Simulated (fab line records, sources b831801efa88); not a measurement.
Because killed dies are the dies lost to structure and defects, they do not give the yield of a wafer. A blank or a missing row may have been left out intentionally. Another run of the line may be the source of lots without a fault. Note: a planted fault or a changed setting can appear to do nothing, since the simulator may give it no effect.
Matching of chambers	flow gf180mcu	GF_SAB_ETCH_11 on rie_diel-01 has 4 sister chambers
The step etches SiO2 in C4F8/O2/Ar, target depth 55 nm, time 8.5 s. 7 wafers are shown with their chamber, then 9 later ones without.

== WAFERS WITH THEIR CHAMBER ==
wafer	chamber	oes_product_au (a.u.)
L081.3	2	0.994
L084.1	0	0.992
L084.4	1	0.992
L084.5	0	0.996
L085.3	1	0.982
L085.4	2	1.009
L085.6	3	1.010

== WAFERS WITHOUT THEIR CHAMBER ==
wafer	oes_product_au (a.u.)
L092.4	0.997
L092.5	1.011
L092.6	0.991
L093.1	0.992
L093.2	1.020
L093.3	0.996
L093.4	1.000
L093.5	0.994
L093.6	1.020

== WHICH CHAMBER EACH WENT THROUGH ==
wafer	from the rows above	in truth
L092.4	can't be placed: 0 or 2 or 1 or 3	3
L092.5	can't be placed: 3 or 2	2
L092.6	can't be placed: 0 or 1 or 2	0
L093.1	can't be placed: 0 or 1 or 2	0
L093.2	can't be placed: 3 or 2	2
L093.3	can't be placed: 0 or 2 or 1 or 3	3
L093.4	can't be placed: 2 or 0 or 3 or 1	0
L093.5	can't be placed: 0 or 1 or 2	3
L093.6	can't be placed: 3 or 2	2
0 of 9 placed correctly. These rows do not allow placing 9 (true chamber among the candidates in 8). Number placed wrongly: 0.
How it was worked out, from the rows above alone: a wafer's distance from a chamber is the root of the sum, over the readings, of the square of ((its reading less the chamber's mean) divided by the reading's scatter). If the next closest chamber is less than 2 further off than the closest, the wafer can't be placed; otherwise it belongs to the closest. The mean given for a chamber averages the wafers shown for that chamber. The scatter: take each reading less its chamber's mean, square it, sum over the shown wafers, divide by the number of wafers less the number of chambers, and take the root.
